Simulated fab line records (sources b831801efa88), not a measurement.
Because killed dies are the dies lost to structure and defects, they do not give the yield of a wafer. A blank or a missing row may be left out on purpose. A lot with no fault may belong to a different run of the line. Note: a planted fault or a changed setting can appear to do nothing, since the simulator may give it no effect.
Which of the tools did it? / flow gf180mcu / Sampling: 11 lots, 33 wafers, 6 of 602 route steps

WHAT EACH GAUGE READ, for each wafer
GF_V1_OVL_MEAS_15.
lot=L954; measured=day 18 05:28; on=overlay-01; V1_OVL (nm)=6 6 4
lot=L955; measured=day 18 13:46; on=overlay-02; V1_OVL (nm)=13 4 3
lot=L958; measured=day 19 19:31; on=overlay-01; V1_OVL (nm)=-3 1 -8
lot=L961; measured=day 21 00:55; on=overlay-01; V1_OVL (nm)=-4 -2 4
lot=L965; measured=day 22 11:25; on=overlay-01; V1_OVL (nm)=-2 4 0
lot=L966; measured=day 22 21:58; on=overlay-01; V1_OVL (nm)=8 8 4
lot=L967; measured=day 23 09:22; on=overlay-01; V1_OVL (nm)=5 -1 5
lot=L973; measured=day 25 05:10; on=overlay-01; V1_OVL (nm)=4 -2 -2
lot=L975; measured=day 25 16:45; on=overlay-02; V1_OVL (nm)=0 -5 -4
lot=L976; measured=day 26 02:28; on=overlay-02; V1_OVL (nm)=-4 -6 -3
lot=L977; measured=day 26 12:37; on=overlay-01; V1_OVL (nm)=-5 -3 -2

GF_M2_RS_MEAS_05: a four-point-probe measurement.
lot=L954; measured=day 18 07:06; on=film metro-02; M2_ALCU_RS (ohm/sq)=0.0695 0.0678 0.0674
lot=L955; measured=day 18 15:47; on=film metro-03; M2_ALCU_RS (ohm/sq)=0.0682 0.0709 0.0706
lot=L958; measured=day 19 21:08; on=film metro-03; M2_ALCU_RS (ohm/sq)=0.0694 0.0692 0.0691
lot=L961; measured=day 21 02:38; on=film metro-03; M2_ALCU_RS (ohm/sq)=0.0684 0.0680 0.0684
lot=L965; measured=day 22 13:02; on=film metro-03; M2_ALCU_RS (ohm/sq)=7.1634 7.1187 7.1058
lot=L966; measured=day 22 23:35; on=film metro-03; M2_ALCU_RS (ohm/sq)=7.1064 7.1761 7.0914
lot=L967; measured=day 23 10:58; on=film metro-02; M2_ALCU_RS (ohm/sq)=7.0985 7.1331 7.1501
lot=L973; measured=day 25 06:47; on=film metro-02; M2_ALCU_RS (ohm/sq)=0.0702 0.0714 0.0696
lot=L975; measured=day 25 18:34; on=film metro-02; M2_ALCU_RS (ohm/sq)=0.0692 0.0685 0.0681
lot=L976; measured=day 26 04:05; on=film metro-03; M2_ALCU_RS (ohm/sq)=0.0709 0.0697 0.0700
lot=L977; measured=day 26 14:13; on=film metro-03; M2_ALCU_RS (ohm/sq)=0.0689 0.0699 0.0692

GF_M2_THK_MEAS_06: measures by xrf.
lot=L954; measured=day 18 07:13; on=film metro-02; M2_ALCU_THK (nm)=453 461 463
lot=L955; measured=day 18 15:54; on=film metro-03; M2_ALCU_THK (nm)=459 444 447
lot=L958; measured=day 19 21:15; on=film metro-03; M2_ALCU_THK (nm)=449 448 448
lot=L961; measured=day 21 02:45; on=film metro-03; M2_ALCU_THK (nm)=453 458 456
lot=L965; measured=day 22 13:09; on=film metro-03; M2_ALCU_THK (nm)=<0 <0 <0
lot=L966; measured=day 22 23:42; on=film metro-03; M2_ALCU_THK (nm)=<0 <0 <0
lot=L967; measured=day 23 11:05; on=film metro-02; M2_ALCU_THK (nm)=<0 <0 <0
lot=L973; measured=day 25 06:54; on=film metro-02; M2_ALCU_THK (nm)=446 438 448
lot=L975; measured=day 25 18:41; on=film metro-02; M2_ALCU_THK (nm)=450 455 456
lot=L976; measured=day 26 04:12; on=film metro-03; M2_ALCU_THK (nm)=445 450 447
lot=L977; measured=day 26 14:20; on=film metro-03; M2_ALCU_THK (nm)=454 449 451

TOOL THAT RAN EACH LOT (tool first, then ch and the chambers of the sampled wafers, then the start)
lot=L954; GF_M1_SPUTTER_02=pvd sputter-01, day 16 05:25; GF_M1_SPUTTER_03=pvd sputter-01, day 16 05:27; GF_M2_SPUTTER_02=pvd sputter-02, day 18 07:01
lot=L955; GF_M1_SPUTTER_02=pvd sputter-02, day 16 13:37; GF_M1_SPUTTER_03=pvd sputter-02, day 16 13:39; GF_M2_SPUTTER_02=pvd sputter-02, day 18 15:41
lot=L958; GF_M1_SPUTTER_02=pvd sputter-03, day 17 18:10; GF_M1_SPUTTER_03=pvd sputter-03, day 17 18:12; GF_M2_SPUTTER_02=pvd sputter-04, day 19 21:02
lot=L961; GF_M1_SPUTTER_02=pvd sputter-01, day 18 22:10; GF_M1_SPUTTER_03=pvd sputter-01, day 18 22:12; GF_M2_SPUTTER_02=pvd sputter-04, day 21 02:32
lot=L965; GF_M1_SPUTTER_02=pvd sputter-03, day 20 08:25; GF_M1_SPUTTER_03=pvd sputter-03, day 20 08:27; GF_M2_SPUTTER_02=pvd sputter-04, day 22 12:56
lot=L966; GF_M1_SPUTTER_02=pvd sputter-01, day 20 20:23; GF_M1_SPUTTER_03=pvd sputter-01, day 20 20:25; GF_M2_SPUTTER_02=pvd sputter-03, day 22 23:29
lot=L967; GF_M1_SPUTTER_02=pvd sputter-03, day 21 07:55; GF_M1_SPUTTER_03=pvd sputter-03, day 21 07:57; GF_M2_SPUTTER_02=pvd sputter-04, day 23 10:53
lot=L973; GF_M1_SPUTTER_02=pvd sputter-03, day 23 07:17; GF_M1_SPUTTER_03=pvd sputter-03, day 23 07:19; GF_M2_SPUTTER_02=pvd sputter-04, day 25 06:41
lot=L975; GF_M1_SPUTTER_02=pvd sputter-02, day 23 19:28; GF_M1_SPUTTER_03=pvd sputter-02, day 23 19:30; GF_M2_SPUTTER_02=pvd sputter-04, day 25 18:29
lot=L976; GF_M1_SPUTTER_02=pvd sputter-02, day 24 04:58; GF_M1_SPUTTER_03=pvd sputter-02, day 24 05:00; GF_M2_SPUTTER_02=pvd sputter-03, day 26 03:59
lot=L977; GF_M1_SPUTTER_02=pvd sputter-01, day 24 15:43; GF_M1_SPUTTER_03=pvd sputter-01, day 24 15:45; GF_M2_SPUTTER_02=pvd sputter-04, day 26 14:08
- GF_M1_SPUTTER_02: material AlCu, target thk 450 nm, time 23.9 s.
- GF_M1_SPUTTER_03: material Ti, target thk 10 nm, time 6.7 s.
- GF_M2_SPUTTER_02: material AlCu, target thk 450 nm, time 23.9 s.

WHAT THE TOOLS THEMSELVES READ (means of the sampled wafers that have a number; where no wafer has one, the mark that the record gives instead)
GF_M1_SPUTTER_02.
lot=L954; tool=pvd sputter-01; cathode dc power W (W)=10601; chamber pressure pa (Pa)=0.4005; throttle valve pct (%)=30.5
lot=L955; tool=pvd sputter-02; cathode dc power W (W)=10599; chamber pressure pa (Pa)=0.4001; throttle valve pct (%)=30.2
lot=L958; tool=pvd sputter-03; cathode dc power W (W)=10600; chamber pressure pa (Pa)=0.3991; throttle valve pct (%)=29.2
lot=L961; tool=pvd sputter-01; cathode dc power W (W)=10600; chamber pressure pa (Pa)=0.4003; throttle valve pct (%)=30.6
lot=L965; tool=pvd sputter-03; cathode dc power W (W)=10599; chamber pressure pa (Pa)=0.3998; throttle valve pct (%)=29.4
lot=L966; tool=pvd sputter-01; cathode dc power W (W)=10601; chamber pressure pa (Pa)=0.3990; throttle valve pct (%)=28.8
lot=L967; tool=pvd sputter-03; cathode dc power W (W)=10601; chamber pressure pa (Pa)=0.4006; throttle valve pct (%)=29.8
lot=L973; tool=pvd sputter-03; cathode dc power W (W)=10600; chamber pressure pa (Pa)=0.3993; throttle valve pct (%)=29.9
lot=L975; tool=pvd sputter-02; cathode dc power W (W)=10602; chamber pressure pa (Pa)=0.3992; throttle valve pct (%)=29.9
lot=L976; tool=pvd sputter-02; cathode dc power W (W)=10602; chamber pressure pa (Pa)=0.3998; throttle valve pct (%)=30.3
lot=L977; tool=pvd sputter-01; cathode dc power W (W)=10601; chamber pressure pa (Pa)=0.3990; throttle valve pct (%)=29.1

GF_M1_SPUTTER_03.
lot=L954; tool=pvd sputter-01; cathode dc power W (W)=3000.0; chamber pressure pa (Pa)=0.3001; throttle valve pct (%)=30.4
lot=L955; tool=pvd sputter-02; cathode dc power W (W)=2999.8; chamber pressure pa (Pa)=0.3000; throttle valve pct (%)=30.3
lot=L958; tool=pvd sputter-03; cathode dc power W (W)=2999.9; chamber pressure pa (Pa)=0.3000; throttle valve pct (%)=29.0
lot=L961; tool=pvd sputter-01; cathode dc power W (W)=3000.1; chamber pressure pa (Pa)=0.3005; throttle valve pct (%)=30.3
lot=L965; tool=pvd sputter-03; cathode dc power W (W)=2999.9; chamber pressure pa (Pa)=0.3001; throttle valve pct (%)=29.3
lot=L966; tool=pvd sputter-01; cathode dc power W (W)=3000.2; chamber pressure pa (Pa)=0.3004; throttle valve pct (%)=29.0
lot=L967; tool=pvd sputter-03; cathode dc power W (W)=2999.6; chamber pressure pa (Pa)=0.2998; throttle valve pct (%)=29.5
lot=L973; tool=pvd sputter-03; cathode dc power W (W)=2999.7; chamber pressure pa (Pa)=0.3003; throttle valve pct (%)=29.9
lot=L975; tool=pvd sputter-02; cathode dc power W (W)=2999.5; chamber pressure pa (Pa)=0.2997; throttle valve pct (%)=29.8
lot=L976; tool=pvd sputter-02; cathode dc power W (W)=3000.2; chamber pressure pa (Pa)=0.3006; throttle valve pct (%)=30.2
lot=L977; tool=pvd sputter-01; cathode dc power W (W)=2999.5; chamber pressure pa (Pa)=0.3004; throttle valve pct (%)=29.1

GF_M2_SPUTTER_02.
lot=L954; tool=pvd sputter-02; cathode dc power W (W)=10600; chamber pressure pa (Pa)=0.4004; throttle valve pct (%)=29.5
lot=L955; tool=pvd sputter-02; cathode dc power W (W)=10598; chamber pressure pa (Pa)=0.4008; throttle valve pct (%)=29.6
lot=L958; tool=pvd sputter-04; cathode dc power W (W)=10602; chamber pressure pa (Pa)=0.4002; throttle valve pct (%)=29.5
lot=L961; tool=pvd sputter-04; cathode dc power W (W)=10601; chamber pressure pa (Pa)=0.3997; throttle valve pct (%)=30.2
lot=L965; tool=pvd sputter-04; cathode dc power W (W)=-; chamber pressure pa (Pa)=-; throttle valve pct (%)=-
lot=L966; tool=pvd sputter-03; cathode dc power W (W)=-; chamber pressure pa (Pa)=-; throttle valve pct (%)=-
lot=L967; tool=pvd sputter-04; cathode dc power W (W)=-; chamber pressure pa (Pa)=-; throttle valve pct (%)=-
lot=L973; tool=pvd sputter-04; cathode dc power W (W)=10602; chamber pressure pa (Pa)=0.3996; throttle valve pct (%)=29.5
lot=L975; tool=pvd sputter-04; cathode dc power W (W)=10599; chamber pressure pa (Pa)=0.4002; throttle valve pct (%)=29.6
lot=L976; tool=pvd sputter-03; cathode dc power W (W)=10600; chamber pressure pa (Pa)=0.3993; throttle valve pct (%)=29.6
lot=L977; tool=pvd sputter-04; cathode dc power W (W)=10601; chamber pressure pa (Pa)=0.3997; throttle valve pct (%)=29.2

THE ANSWER, worked out from the rows above alone
Rule: usual is defined by the lots themselves. The widest of any qualifying gaps counts: lots, ordered by their means at a reading, are off when they make up no more than a third of the lots, leave a main group of 4 or more, and stand apart from it by 3 or more times the standard deviation of that group's means. If all means in a main group match to the digits the tables above print for the reading, that group is not used. Also off: a lot with no number at a reading for which 4 or more lots have one. Any other lot the step has rows for is counted as sound. First the gauges in route order, then the tools' own readings, where a lot's mean is used as printed above. The first step at which some lot is off is used, and at that step the reading that is off furthest; a lot without a number counts as furthest.
Off: L965, L966, L967, seen at GF_M2_RS_MEAS_05 (M2_ALCU_RS). Mean 0.0693 ohm/sq and standard deviation 0.0008 in the main group.
A tool fits if, at a process step before that reading, it ran every lot that is off, and no sound lot after the first of them. The gauges at GF_M2_RS_MEAS_05 aren't tried: what is off there is off at GF_M2_SPUTTER_02 too, on other tools, and a gauge's error can't cause that. None of those tried fits.

WHAT WAS PUT IN BY THE SIMULATOR
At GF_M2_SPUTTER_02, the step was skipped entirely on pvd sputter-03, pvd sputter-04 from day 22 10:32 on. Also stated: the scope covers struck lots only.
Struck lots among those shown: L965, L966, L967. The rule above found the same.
